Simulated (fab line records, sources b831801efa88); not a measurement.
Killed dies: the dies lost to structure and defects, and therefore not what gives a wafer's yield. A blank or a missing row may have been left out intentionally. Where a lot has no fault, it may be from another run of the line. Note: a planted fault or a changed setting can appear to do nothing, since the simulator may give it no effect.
fab line records	flow sky130
[record] lots = 6	wafers = 18	lastDay = 50
route steps=708 shown SONOS_ONO@176 GATE_OXIDE@187 POLY_GATE@204 PAD_OPEN@708
lots that met no fault: from a run of the same line without faults
startH: hours from the record's first day to the start of the lot's first wafer shown	waitH: hours since the lot's step before	" identical to the entry in the row above	L1.1+2: a row that stands for several wafers	- no value, or no start given	* or withheld: withheld	< > ~ a bound
route shown NAME@n: names a module that has steps shown in the file, with the first one's number in the route	usual: mean/standard deviation of fault-free wafers	same: alike in all rows	chamber/n: place in a boat	sites: each site's reading	_std_site: their standard deviation	_edge_site: the outer-site mean with the inner-site mean subtracted	radiusMm: how far each site lies from the wafer's centre	mask NAME#n: copy n	behind: tool/chamber where the wafer was last shaped	hold: why the lot was held/for how many hours/how that ended	device: names the non-switching transistor (n, p or np)	end of line: the tests these same wafers got at the end of their route	a step with no rows: only its recipe	killed: dies lost to structure and defects at the first sort, not the wafer's yield	map: the dies of a wafer, with x for killed, . for not killed, _ for no die there
set.NAME: the setting as run; set.NAME@STEP: as run at that earlier step	model.NAME: the simulator's own value behind a step, which no gauge read
lots seen at some steps along the route; tables by step, rows by wafer
services: from which hour (startH, from the record's first day; less than 0 if before it) a tool's chamber was out of use, for how many hours, and why
[[steps]]
[step SKY_SONOS_ONO_COAT_08]
[recipe] resist = NOVOLAK	spinRpm = 3000	resistThkNm = 1140
[step SKY_SONOS_ONO_SOFTBAKE_09]
[recipe] tempC = 90	timeS = 60	resist = NOVOLAK
[step SKY_SONOS_ONO_EXPOSE_10]
[recipe] maskId = ONOM	targetCdNm = 410	na = 0.6	sourceShape = conventional	sigmaOuter = 0.6	doseMj = 150
[step SKY_SONOS_ONO_PEB_11]
[recipe] tempC = withheld	timeS = *	resist = NOVOLAK
[step SKY_SONOS_ONO_DEVELOP_12]
[recipe] developTimeS = 60	devTempC = 23
[step SKY_SONOS_ONO_CD_MEAS_13]
[recipe] targetCdNm = 410
[usual] cdNm = 410.8/2.3
lot.wafer	tool	chamber	startH	waitH	cdNm
L714.2	cdSem-02	-	375.93	0.1	408.9
L714.3	"	-	"	"	409.4
L714.6	"	-	"	"	411.3
L716.2	cdSem-01	-	390.13	0.1	411.1
L716.5	"	-	"	"	410.8
L716.6	"	-	"	"	409.2
L719.2	cdSem-02	-	411.73	0.1	410.2
L719.5	"	-	"	"	410.9
L719.6	"	-	"	"	411.3
L720.2	cdSem-02	-	421.66	0.1	408.7
L720.3	"	-	"	"	409.2
L720.4	"	-	"	"	408.6
L724.1	cdSem-02	-	452.96	0.1	409.3
L724.2	"	-	"	"	411.1
L724.6	"	-	"	"	409.1
L725.1	cdSem-01	-	460.01	0.1	411.3
L725.3	"	-	"	"	411.3
L725.6	"	-	"	"	411.2
[step SKY_SONOS_ONO_OVL_MEAS_14]
[usual] SONOS_ONO_OVL = -0.4/1.5
lot.wafer	tool	chamber	startH	waitH	SONOS_ONO_OVL[nm]
L714.2	overlay-02	-	376.03	0.1	-0.3
L714.3	"	-	"	"	-0.9
L714.6	"	-	"	"	0.7
L716.2	overlay-01	-	390.23	0.1	-0.4
L716.5	"	-	"	"	1.3
L716.6	"	-	"	"	-0.6
L719.2	overlay-01	-	411.83	0.1	-1.2
L719.5	"	-	"	"	-1.5
L719.6	"	-	"	"	-1.9
L720.2	overlay-02	-	421.76	0.1	1.6
L720.3	"	-	"	"	4.2
L720.4	"	-	"	"	3.1
L724.1	overlay-02	-	453.08	0.1	1.0
L724.2	"	-	"	"	1.7
L724.6	"	-	"	"	2.0
L725.1	overlay-01	-	460.13	0.1	-2.9
L725.3	"	-	"	"	-1.8
L725.6	"	-	"	"	-2.6
[step SKY_SONOS_ONO_ETCH_15]
[recipe] targetDepthNm = 19.52	chemistry = CHF3/O2	sourceW = 600	biasW = 200	pressureMtorr = 40	chf3FlowSccm = 50	O2_flow_sccm = 5	timeS = 7.8
[usual] drypumpMotorCurrentA = 5.7/0.41	oesProductAu = 1.001/0.012	throttleValvePct = 8.824/0.0091
lot.wafer	tool	chamber	startH	waitH	drypumpMotorCurrentA	oesProductAu	rfHoursCounterH	throttleValvePct
L714.2	rieDiel-02	3	376.06	0.0	5.9	1.018	109	8.831
L714.3	"	2	"	"	6.0	0.985	0	8.831
L714.6	"	0	"	"	6.3	1.009	-	8.827
L716.2	rieDiel-02	2	390.26	0.0	6.0	0.988	0	8.835
L716.5	"	3	"	"	5.9	1.009	-	8.840
L716.6	"	2	"	"	6.0	0.989	-	8.830
L719.2	rieDiel-03	2	411.86	0.0	5.7	0.997	3	8.833
L719.5	"	3	"	"	6.4	1.015	-	8.840
L719.6	"	2	"	"	5.6	1.003	-	8.816
L720.2	rieDiel-04	3	421.79	0.0	6.0	1.002	5	8.827
L720.3	"	1	"	"	5.5	0.993	8	8.824
L720.4	"	2	"	"	5.8	0.999	4	8.821
L724.1	rieDiel-02	1	453.11	0.0	4.8	0.987	71	8.816
L724.2	"	2	"	"	6.0	0.993	2	8.824
L724.6	"	0	"	"	6.2	1.002	-	8.826
L725.1	rieDiel-04	2	460.16	0.0	5.8	1.020	4	8.822
L725.3	"	1	"	"	5.5	1.005	8	8.827
L725.6	"	2	"	"	5.8	1.013	-	8.817
[step SKY_SONOS_ONO_WET_ETCH_16]
[recipe] chemistry = dHF	targetDepthNm = 14	dry = n2Spin	target = SiO2	dilution = 100:1	tempC = 25	timeS = 280
[step SKY_SONOS_ONO_STRIP_17]
[recipe] chemistry = O2/N2	powerW = 1400	pressureMtorr = 1500	platenTempC = withheld	o2FlowSccm = 3000	n2FlowSccm = 300	overashFraction = 0.5
[usual] drypumpMotorCurrentA = 5.7/0.45	oesProductAu = 0.710/0.0045	stripTimeToEndpointS = 14.09/0.042
lot.wafer	tool	chamber	startH	waitH	drypumpMotorCurrentA	oesProductAu	rfHoursCounterH	stripTimeToEndpointS
L714.2	plasmaAsher-01	0	376.17	0.0	6.2	0.718	25	14.09
L714.3	"	1	"	"	5.1	0.710	-	14.10
L714.6	"	0	"	"	6.2	0.715	-	14.12
L716.2	plasmaAsher-02	0	390.37	0.0	5.5	0.713	56	14.13
L716.5	"	0	"	"	5.5	0.704	-	14.12
L716.6	"	1	"	"	6.2	0.708	-	14.11
L719.2	plasmaAsher-03	0	411.97	0.0	5.4	0.708	71	14.06
L719.5	"	0	"	"	5.4	0.712	-	14.05
L719.6	"	1	"	"	6.1	0.702	-	14.05
L720.2	plasmaAsher-01	1	421.91	0.0	5.1	0.705	30	14.04
L720.3	"	0	"	"	6.2	0.712	-	14.02
L720.4	"	1	"	"	5.1	0.707	-	14.03
L724.1	plasmaAsher-03	1	453.22	0.0	6.2	0.713	76	14.08
L724.2	"	0	"	"	5.4	0.706	76	14.02
L724.6	"	0	"	"	5.4	0.710	-	14.04
L725.1	plasmaAsher-03	1	460.27	0.0	6.1	0.702	77	14.12
L725.3	"	0	"	"	5.4	0.707	-	14.11
L725.6	"	1	"	"	6.1	0.711	-	14.09
[step SKY_SONOS_ONO_WET_ETCH_18]
[recipe] chemistry = H3PO4	targetDepthNm = 15	target = Si3N4	tempC = 160	timeS = 172
[step SKY_GATE_OXIDE_CLEAN_00]
[recipe] chemistry = SC1/SC2	mix = 1:4:20	tempC = 70	timeS = 150	dry = n2Spin
[step SKY_GATE_OXIDE_OXIDATION_01]
[recipe] tempC = 900	ambient = O2	stabiliseS = 600	purgeS = 300	targetThkA = 102.68	oxTimeS = 1473
[usual] spikeTcBottomC = 915.1/1.5	spikeTcCentreC = 900.5/1.2	spikeTcLowerC = 900.1/1.1	spikeTcTopC = 911.8/1.4	spikeTcUpperC = 899.9/1.1	tubeCenterTempC = 899.99/0.077	tube_center_temp_C_max = 902.3/0.39
[same] stabiliseS = 600
lot.wafer	tool	chamber	startH	waitH	spikeTcBottomC	spikeTcCentreC	spikeTcLowerC	spikeTcTopC	spikeTcUpperC	tubeCenterTempC	tube_center_temp_C_max	model.SiO2_of_GATE_OXIDE_OXIDATION_01.thkNm
L714.2	furnace-02	0	378.10	1.7	886.9	871.0	870.4	881.7	870.9	870.51	872.1	7.11
L714.3	"	0	"	"	886.0	871.9	871.9	883.4	870.0	870.42	872.7	7.2
L714.6	"	0	"	"	886.8	872.0	870.3	880.3	871.7	870.4	872.6	6.93
L716.2	furnace-02	0	391.89	1.3	884.4	870.1	870.0	881.8	869.9	870.31	872.6	7.394
L716.5	"	0	"	"	886.1	872.8	871.5	882.8	870.9	870.59	872.9	7.453
L716.6	"	0	"	"	888.3	870.5	871.6	880.5	870.7	870.45	873.0	7.297
L719.2	furnace-01	0	416.59	4.4	914.5	899.2	899.8	912.2	899.2	899.79	902.2	10.19
L719.5	"	0	"	"	914.9	898.7	900.4	914.3	901.2	900.02	902.2	9.954
L719.6	"	0	"	"	913.2	898.7	898.6	913.1	900.7	900.15	902.4	10.12
L720.2	furnace-01	0	424.67	2.6	913.9	898.4	900.9	913.4	899.2	900.08	902.3	9.979
L720.3	"	0	"	"	914.9	898.3	897.7	914.1	900.5	900.01	902.4	9.94
L720.4	"	0	"	"	914.0	899.7	897.1	912.7	900.6	899.99	901.9	10.02
L724.1	furnace-02	0	453.92	0.5	915.8	902.0	900.7	911.1	900.8	900	901.8	10.6
L724.2	"	0	"	"	915.0	902.2	900.2	911.3	898.8	899.92	901.9	10.75
L724.6	"	0	"	"	915.8	901.1	901.2	911.6	901.2	900.07	902.6	10.44
L725.1	furnace-02	0	460.81	0.3	917.0	901.4	900.3	908.9	902.2	900.03	902.8	10.17
L725.3	"	0	"	"	917.4	899.9	900.8	910.0	900.6	899.91	901.8	10.31
L725.6	"	0	"	"	915.8	900.4	900.0	912.8	900.9	900.09	902.7	10.18
[step SKY_GATE_OXIDE_THK_MEAS_02]
[recipe] reads = SiO2_of_GATE_OXIDE_OXIDATION_01
[usual] GATE_OXIDE_OXIDATION_00_THK = 10.25/0.2
lot.wafer	tool	chamber	startH	waitH	GATE_OXIDE_OXIDATION_00_THK[nm]
L714.2	filmMetro-02	-	379.51	0.0	7.10
L714.3	"	-	"	"	7.21
L714.6	"	-	"	"	6.94
L716.2	filmMetro-03	-	393.31	0.0	7.41
L716.5	"	-	"	"	7.45
L716.6	"	-	"	"	7.32
L719.2	filmMetro-02	-	418.01	0.0	10.23
L719.5	"	-	"	"	9.97
L719.6	"	-	"	"	10.09
L720.2	filmMetro-02	-	426.09	0.0	9.98
L720.3	"	-	"	"	9.96
L720.4	"	-	"	"	9.99
L724.1	filmMetro-01	-	455.33	0.0	10.63
L724.2	"	-	"	"	10.75
L724.6	"	-	"	"	10.44
L725.1	filmMetro-02	-	462.22	0.0	10.16
L725.3	"	-	"	"	10.28
L725.6	"	-	"	"	10.24
[step SKY_GATE_OXIDE_DEHYDRATE_03]
[recipe] tempC = 200	timeS = 60
[step SKY_GATE_OXIDE_HMDS_04]
[recipe] primeTimeS = 60	primeTempC = 120
[step SKY_GATE_OXIDE_COAT_05]
[recipe] resist = NOVOLAK	spinRpm = 3000	resistThkNm = 1140
[step SKY_GATE_OXIDE_SOFTBAKE_06]
[recipe] tempC = 90	timeS = 60	resist = NOVOLAK
[step SKY_GATE_OXIDE_EXPOSE_07]
[recipe] maskId = LVOM	na = 0.6	sourceShape = conventional	sigmaOuter = 0.6	polarization = unpolarized	targetCdNm = 600	doseMj = 170
[step SKY_GATE_OXIDE_PEB_08]
[recipe] tempC = withheld	timeS = *	resist = NOVOLAK
[step SKY_GATE_OXIDE_DEVELOP_09]
[recipe] resist = NOVOLAK	developer = TMAH	developTimeS = 60	devTempC = 23
[step SKY_GATE_OXIDE_OVL_MEAS_10]
[usual] GATE_OXIDE_OVL = 0.5/1.5
lot.wafer	tool	chamber	startH	waitH	GATE_OXIDE_OVL[nm]
L714.2	overlay-01	-	408.26	0.1	5.2
L714.3	"	-	"	"	3.2
L714.6	"	-	"	"	1.7
L716.2	overlay-01	-	421.94	0.1	-2.4
L716.5	"	-	"	"	-1.1
L716.6	"	-	"	"	-1.2
L719.2	overlay-02	-	448.02	0.1	-0.8
L719.5	"	-	"	"	0.5
L719.6	"	-	"	"	0.7
L720.2	overlay-01	-	456.16	0.1	-1.3
L720.3	"	-	"	"	-1.1
L720.4	"	-	"	"	-2.0
L724.1	overlay-01	-	485.62	0.1	-1.8
L724.2	"	-	"	"	-0.4
L724.6	"	-	"	"	-1.8
L725.1	overlay-02	-	493.08	0.1	0.3
L725.3	"	-	"	"	2.4
L725.6	"	-	"	"	0.8
[step SKY_GATE_OXIDE_IMPLANT_11]
[recipe] species = B	energyKev = 10	doseCm2 = 2.6e+12	tiltDeg = withheld
[step SKY_GATE_OXIDE_WET_ETCH_12]
[recipe] chemistry = dHF	targetDepthNm = 16.8	dry = n2Spin	target = SiO2	dilution = 100:1	tempC = 25	timeS = 336
[step SKY_GATE_OXIDE_STRIP_13]
[recipe] chemistry = O2/N2	powerW = 1400	pressureMtorr = 1500	platenTempC = withheld	o2FlowSccm = 3000	n2FlowSccm = 300	overashFraction = 0.5
[usual] drypumpMotorCurrentA = 5.8/0.43	oesProductAu = 0.716/0.0046	stripTimeToEndpointS = 14.18/0.04
lot.wafer	tool	chamber	startH	waitH	drypumpMotorCurrentA	oesProductAu	rfHoursCounterH	stripTimeToEndpointS
L714.2	plasmaAsher-01	1	408.55	0.0	5.1	0.715	28	14.25
L714.3	"	1	"	"	5.1	0.724	-	14.25
L714.6	"	0	"	"	6.2	0.714	-	14.21
L716.2	plasmaAsher-03	0	422.23	0.0	5.4	0.714	72	14.19
L716.5	"	1	"	"	6.1	0.716	-	14.18
L716.6	"	0	"	"	5.4	0.716	-	14.17
L719.2	plasmaAsher-03	1	448.32	0.0	6.1	0.713	76	14.20
L719.5	"	0	"	"	5.4	0.714	-	14.22
L719.6	"	1	"	"	6.1	0.714	-	14.18
L720.2	plasmaAsher-01	0	456.45	0.0	6.1	0.713	34	14.23
L720.3	"	0	"	"	6.2	0.712	-	14.20
L720.4	"	1	"	"	5.1	0.716	-	14.18
L724.1	plasmaAsher-01	0	485.92	0.0	6.1	0.720	38	14.16
L724.2	"	1	"	"	5.1	0.715	38	14.12
L724.6	"	0	"	"	6.2	0.716	-	14.13
L725.1	plasmaAsher-03	1	493.47	0.0	6.2	0.719	82	14.25
L725.3	"	1	"	"	6.2	0.717	-	14.19
L725.6	"	0	"	"	5.4	0.714	-	14.21
[step SKY_GATE_OXIDE_TW_MEAS_14]
[usual] GATE_OXIDE_TW = 226.0/2.4
lot.wafer	tool	chamber	startH	waitH	GATE_OXIDE_TW
L714.2	filmMetro-03	-	408.66	0.1	227.4
L714.3	"	-	"	"	228.4
L714.6	"	-	"	"	228.0
L716.2	filmMetro-02	-	422.34	0.1	226.7
L716.5	"	-	"	"	225.4
L716.6	"	-	"	"	226.0
L719.2	filmMetro-03	-	448.43	0.1	228.0
L719.5	"	-	"	"	228.5
L719.6	"	-	"	"	227.8
L720.2	filmMetro-03	-	456.56	0.1	227.9
L720.3	"	-	"	"	228.4
L720.4	"	-	"	"	226.8
L724.1	filmMetro-02	-	486.02	0.1	225.0
L724.2	"	-	"	"	225.9
L724.6	"	-	"	"	225.5
L725.1	filmMetro-02	-	493.57	0.1	224.9
L725.3	"	-	"	"	225.6
L725.6	"	-	"	"	224.7
[step SKY_GATE_OXIDE_CLEAN_15]
[recipe] chemistry = SC1/SC2	mix = 1:4:20	tempC = 70	timeS = 150	dry = n2Spin
[step SKY_GATE_OXIDE_OXIDATION_16]
[recipe] tempC = 800	ambient = O2	idleTempC = 700	rampUpCPerMin = 10	rampDownCPerMin = 3	stabiliseS = 600	purgeS = 300	targetThkA = 35.7	oxTimeS = 1915
[usual] spikeTcBottomC = 816.1/1.3	spikeTcCentreC = 800.6/1	spikeTcLowerC = 800.2/0.97	spikeTcTopC = 813.4/1.2	spikeTcUpperC = 800.0/1	tubeCenterTempC = 800/0.071	tube_center_temp_C_max = 802.03/0.29
[same] stabiliseS = 600
lot.wafer	tool	chamber	startH	waitH	spikeTcBottomC	spikeTcCentreC	spikeTcLowerC	spikeTcTopC	spikeTcUpperC	tubeCenterTempC	tube_center_temp_C_max	model.SiO2_of_GATE_OXIDE_OXIDATION_01.thkNm
L714.2	furnace-02	0	415.02	6.3	817.2	803.3	800.2	811.4	799.3	799.97	801.75	8.787
L714.3	"	0	"	"	816.9	801.7	801.2	814.3	798.6	800.01	801.97	8.866
L714.6	"	0	"	"	815.8	800.0	802.2	810.8	800.3	800.13	802.30	8.572
L716.2	furnace-01	0	426.08	3.6	814.8	799.2	799.7	813.3	800.0	800.15	802.43	8.969
L716.5	"	0	"	"	814.0	800.1	799.3	814.8	799.8	800.06	801.64	9.031
L716.6	"	0	"	"	814.9	801.4	799.2	815.3	799.9	800.08	801.96	8.902
L719.2	furnace-01	0	448.53	0.0	815.0	799.6	800.7	814.1	801.2	800.08	802.16	11.52
L719.5	"	0	"	"	814.8	799.7	799.5	814.9	798.9	800.17	802.02	11.29
L719.6	"	0	"	"	813.8	799.7	799.3	813.8	801.9	799.99	801.76	11.48
L720.2	furnace-01	0	457.70	1.0	814.1	799.5	800.4	814.5	800.5	800	802.09	11.37
L720.3	"	0	"	"	815.7	801.1	798.9	812.8	800.4	800.06	802.08	11.34
L720.4	"	0	"	"	814.4	800.9	799.9	814.5	798.6	800.08	802.05	11.4
L724.1	furnace-02	0	486.68	0.5	816.1	802.9	800.7	813.3	801.1	799.85	801.76	11.95
L724.2	"	0	"	"	816.5	801.8	800.3	814.3	800.3	799.97	802.21	12.1
L724.6	"	0	"	"	817.2	802.6	800.0	812.9	801.3	799.92	801.79	11.81
L725.1	furnace-01	0	496.59	2.9	814.4	800.0	798.3	815.4	797.9	799.9	801.51	11.5
L725.3	"	0	"	"	813.9	799.7	798.5	814.2	801.1	800.19	802.12	11.63
L725.6	"	0	"	"	814.5	799.7	800.0	812.6	799.9	799.95	802.13	11.52
[step SKY_POLY_GATE_CVD_00]
[recipe] material = poly-Si	targetThkNm = 180	tempC = 620	timeS = 720	pressureMtorr = 200
[step SKY_PAD_OPEN_PROBE_99]
[usual] killed_at_M0_to_M3 = 43/6.5	killed_at_M4_up = 3/1.7	killedAtContacts = 25/5.1	killedAtFrontEnd = 15/3.8	killedAtOther = 0.2/0.45	killedDies = 86/8.8	killedOpen = 47/6.7	killedShort = 39/6
[same] grossDies = 492	killedAtBackSide = 0
lot.wafer	tool	chamber	startH	waitH	killed_at_M0_to_M3	killed_at_M4_up	killedAtContacts	killedAtFrontEnd	killedAtOther	killedDies	killedOpen	killedShort	model.etest.nfet_16v.rOnOhmUm	model.etest.pfet_16v.rOnOhmUm	model.etest.pfetG5v0d10v5.rOnOhmUm	model.etest.tipSonos.rsOhmSq	model.etest.nfetG5v0d10v5.rOnOhmUm	model.etest.nfetG5v0d10v5.driveUaUm	model.etest.nfet_05v0_nvt.driveUaUm	model.etest.pfetG5v0d10v5.driveUaUm
L714.2	prober-01	-	1159.39	0.1	44	6	22	13	1	86	36	50	1.232e+04	1.427e+04	4120	2177	1622	785.2	729.2	425.8
L714.3	prober-01	-	1159.44	0.2	40	3	19	25	1	88	49	39	1.238e+04	1.439e+04	4136	2180	1642	777.5	728.7	418.7
L714.6	prober-01	-	1159.59	0.2	32	3	13	19	0	67	32	35	1.226e+04	1.422e+04	4038	2169	1614	802.1	738	429.1
L716.2	prober-02	-	1159.72	0.1	42	3	24	21	0	90	51	39	1.252e+04	1.46e+04	4291	2173	1677	768.3	711.3	398.8
L716.5	prober-02	-	1159.87	0.2	41	1	31	17	0	90	58	32	1.261e+04	1.478e+04	4358	2184	1677	759.7	708.3	397.2
L716.6	prober-02	-	1159.92	0.2	41	8	20	18	0	87	48	39	1.252e+04	1.428e+04	4299	2160	1651	767.3	720.7	407.9
L719.2	prober-02	-	1169.74	0.1	49	4	31	16	0	100	45	55	1.416e+04	1.57e+04	4722	2728	1866	608	574.2	345.9
L719.5	prober-02	-	1169.89	0.2	42	3	30	17	0	92	49	43	1.392e+04	1.508e+04	4716	2663	1842	625.8	589.4	345.6
L719.6	prober-02	-	1169.94	0.2	42	7	23	15	0	87	44	43	1.408e+04	1.56e+04	4713	2716	1848	618.2	583.4	345.8
L720.2	prober-02	-	1182.08	0.1	42	2	31	13	0	88	42	46	1.397e+04	1.495e+04	4689	2701	1852	620.6	584.8	347.3
L720.3	prober-02	-	1182.13	0.2	52	4	22	12	0	90	52	38	1.396e+04	1.494e+04	4724	2654	1853	616.8	590.2	347.3
L720.4	prober-02	-	1182.18	0.2	27	5	21	16	0	69	42	27	1.401e+04	1.533e+04	4780	2654	1873	616.6	587.6	341.2
L724.1	prober-01	-	1191.07	0.1	46	5	28	17	0	96	58	38	1.442e+04	1.596e+04	4794	2650	1917	585.3	562.2	336.9
L724.2	prober-01	-	1191.12	0.1	35	5	32	11	0	83	44	39	1.442e+04	1.553e+04	4799	2662	1918	585.3	562	334.6
L724.6	prober-01	-	1191.32	0.2	40	1	28	14	0	83	47	36	1.429e+04	1.551e+04	4749	2615	1896	590.4	571.4	337.6
L725.1	prober-02	-	1197.96	0.1	46	2	28	18	1	95	55	40	1.394e+04	1.512e+04	4628	2575	1833	612	579.2	350.5
L725.3	prober-02	-	1198.06	0.2	33	2	29	12	0	76	35	41	1.392e+04	1.546e+04	4675	2590	1869	603.6	576.6	346.6
L725.6	prober-02	-	1198.21	0.2	38	3	16	13	0	70	41	29	1.395e+04	1.557e+04	4669	2576	1876	610.1	577	343.7
// killed by level:class
L714.2 VIA1:geometricParticle:open=9 CONTACT:geometricParticle:short=6 METAL2:geometricParticle:short=6 VIA3:geometricParticle:short=6 FIELD_ISO:geometricParticle:short=5 LOCAL_INTERCONNECT:geometricParticle:short=5 CONTACT:geometricParticle:open=5 VIA2:geometricParticle:open=5
L714.3 VIA1:geometricParticle:open=12 FIELD_ISO:geometricParticle:short=9 CONTACT:geometricParticle:open=7 VIA3:geometricParticle:open=7 POLY_GATE:geometricParticle:short=6 VIA2:geometricParticle:open=6 METAL2:geometricParticle:short=6 LI_CONTACT:geometricParticle:open=5
L714.6 VIA3:geometricParticle:open=9 POLY_GATE:geometricParticle:short=6 METAL2:geometricParticle:short=6 CONTACT:geometricParticle:open=5 VIA1:geometricParticle:open=5 FIELD_ISO:geometricParticle:short=4 CONTACT:geometricParticle:short=4 VIA2:geometricParticle:open=4
L716.2 VIA1:geometricParticle:open=14 FIELD_ISO:geometricParticle:short=7 LI_CONTACT:geometricParticle:open=7 CONTACT:geometricParticle:open=7 LOCAL_INTERCONNECT:geometricParticle:short=6 VIA2:geometricParticle:open=6 VIA3:geometricParticle:open=5 SPACER:geometricParticle:open=4
L716.5 CONTACT:geometricParticle:open=16 LI_CONTACT:geometricParticle:open=7 VIA3:geometricParticle:open=7 VIA2:geometricParticle:open=7 FIELD_ISO:geometricParticle:open=6 METAL2:geometricParticle:short=6 FIELD_ISO:geometricParticle:short=5 VIA1:geometricParticle:open=5
L716.6 FIELD_ISO:geometricParticle:open=8 LI_CONTACT:geometricParticle:open=8 METAL2:geometricParticle:short=8 VIA2:geometricParticle:open=8 FIELD_ISO:geometricParticle:short=5 CONTACT:geometricParticle:open=5 VIA3:geometricParticle:open=5 VIA1:geometricParticle:open=4
L719.2 CONTACT:geometricParticle:open=9 METAL2:geometricParticle:short=9 LOCAL_INTERCONNECT:geometricParticle:short=8 VIA1:geometricParticle:open=8 VIA2:geometricParticle:short=7 VIA2:geometricParticle:open=6 FIELD_ISO:geometricParticle:short=5 LI_CONTACT:geometricParticle:open=5
L719.5 VIA1:geometricParticle:open=9 CONTACT:geometricParticle:open=8 FIELD_ISO:geometricParticle:open=7 LI_CONTACT:geometricParticle:open=7 VIA3:geometricParticle:open=7 CONTACT:geometricParticle:short=6 METAL2:geometricParticle:short=6 LOCAL_INTERCONNECT:geometricParticle:short=5
L719.6 CONTACT:geometricParticle:open=9 VIA1:geometricParticle:open=9 VIA3:geometricParticle:open=7 LI_CONTACT:geometricParticle:short=5 METAL2:geometricParticle:short=5 METAL3:geometricParticle:short=5 METAL4:geometricParticle:short=5 POLY_GATE:geometricParticle:short=4
L720.2 CONTACT:geometricParticle:open=12 VIA1:geometricParticle:open=11 CONTACT:geometricParticle:short=8 LI_CONTACT:geometricParticle:open=7 METAL1:geometricParticle:short=7 VIA1:geometricParticle:short=6 VIA2:geometricParticle:open=5 FIELD_ISO:geometricParticle:short=4
L720.3 VIA1:geometricParticle:open=10 VIA3:geometricParticle:open=9 CONTACT:geometricParticle:open=8 VIA1:geometricParticle:short=8 LI_CONTACT:geometricParticle:open=7 VIA2:geometricParticle:open=7 METAL1:geometricParticle:short=6 FIELD_ISO:geometricParticle:open=3
L720.4 LI_CONTACT:geometricParticle:open=11 VIA1:geometricParticle:open=9 FIELD_ISO:geometricParticle:open=5 FIELD_ISO:geometricParticle:short=5 METAL2:geometricParticle:short=5 CONTACT:geometricParticle:open=4 LOCAL_INTERCONNECT:geometricParticle:short=4 VIA3:geometricParticle:open=4
L724.1 CONTACT:geometricParticle:open=12 VIA3:geometricParticle:open=9 LI_CONTACT:geometricParticle:open=8 VIA2:geometricParticle:open=8 FIELD_ISO:geometricParticle:open=7 METAL1:geometricParticle:short=7 METAL2:geometricParticle:short=6 POLY_GATE:geometricParticle:open=5
L724.2 CONTACT:geometricParticle:open=11 VIA1:geometricParticle:open=11 LI_CONTACT:geometricParticle:open=8 VIA2:geometricParticle:open=6 LI_CONTACT:geometricParticle:short=5 METAL4:geometricParticle:short=5 FIELD_ISO:geometricParticle:short=4 CONTACT:geometricParticle:short=4
L724.6 LI_CONTACT:geometricParticle:open=11 METAL1:geometricParticle:short=8 CONTACT:geometricParticle:short=7 VIA1:geometricParticle:open=7 VIA2:geometricParticle:open=6 POLY_GATE:geometricParticle:open=5 CONTACT:geometricParticle:open=5 METAL2:geometricParticle:short=4
L725.1 VIA3:geometricParticle:open=11 LI_CONTACT:geometricParticle:open=9 VIA1:geometricParticle:open=9 CONTACT:geometricParticle:open=8 METAL1:geometricParticle:short=6 POLY_GATE:geometricParticle:open=5 POLY_GATE:geometricParticle:short=5 METAL2:geometricParticle:short=5
L725.3 LI_CONTACT:geometricParticle:open=8 CONTACT:geometricParticle:short=7 METAL2:geometricParticle:short=7 VIA1:geometricParticle:open=6 CONTACT:geometricParticle:open=6 VIA2:geometricParticle:open=5 LOCAL_INTERCONNECT:geometricParticle:short=4 SPACER:geometricParticle:short=4
L725.6 VIA1:geometricParticle:open=8 CONTACT:geometricParticle:open=7 VIA3:geometricParticle:open=7 METAL2:geometricParticle:short=6 LI_CONTACT:geometricParticle:open=5 VIA3:geometricParticle:short=5 VIA2:geometricParticle:open=5 FIELD_ISO:geometricParticle:short=4
[[services]]
tool	chamber	startH	hours	kind
rieDiel-02	1	357.90	3.6	repair
plasmaAsher-03	-	381.68	2.9	repair
rieDiel-04	2	384.89	8.5	repair
furnace-01	-	385.54	4.5	pm
rieDiel-02	3	398.16	-	clean
rieDiel-02	3	398.16	33.2	scheduledDown
rieDiel-02	3	398.16	33.2	ventCycle
rieDiel-04	0	399.41	3.5	repair
furnace-01	-	401.55	4.4	pm
furnace-01	-	408.39	3.4	repair
rieDiel-04	0	434.59	-	clean
rieDiel-04	0	434.59	11.0	scheduledDown
rieDiel-04	0	434.59	11.0	ventCycle
rieDiel-03	3	437.32	4.1	repair
rieDiel-04	3	466.33	5.2	repair
plasmaAsher-03	-	474.02	2.8	pm
plasmaAsher-02	-	480.62	32.9	repair
[[key]]
[firstSign] step = SKY_GATE_OXIDE_OXIDATION_01	reading = tubeCenterTempC	direction = down	sigmas = 99+	usual = *	struck = *
[effect] step = SKY_GATE_OXIDE_OXIDATION_01	reading = tube_center_temp_C_max	direction = down	sigmas = 76	usual = *	struck = *
[effect] step = SKY_GATE_OXIDE_THK_MEAS_02	reading = GATE_OXIDE_OXIDATION_00_THK	direction = down	sigmas = 15	usual = 10.25	struck = 7.24
[modelEffect] step = SKY_GATE_OXIDE_OXIDATION_01	value = SiO2_of_GATE_OXIDE_OXIDATION_01.thkNm	without = 10.18	struck = 7.23
[modelEffect] step = SKY_GATE_OXIDE_OXIDATION_16	value = SiO2_of_GATE_OXIDE_OXIDATION_01.thkNm	without = 11.55	struck = 8.854
[modelEffect] step = SKY_PAD_OPEN_PROBE_99	value = etest.nfet_16v.rOnOhmUm	without = 1.398e+04	struck = 1.243e+04
metAt SKY_GATE_OXIDE_OXIDATION_01
struckWafers L714.2,L714.3,L714.6,L716.2,L716.5,L716.6
testerLeftOut L714,L716
[fault] kind = processParameterDrift	tool = furnace-02	chamber = -	onsetH = 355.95	steps = SKY_GATE_OXIDE_OXIDATION_01	channel = tempC	offset = *	shape = step	endH = 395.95	actsIn = *	stated = *
// testerLeftOut: of these lots the tester's yield and bins aren't shown, on N5 and GAA mostly nor the transistor test; their killed dies are dies lost to structure and defects alone, not to doping, threshold or leakage, so they don't give the yield
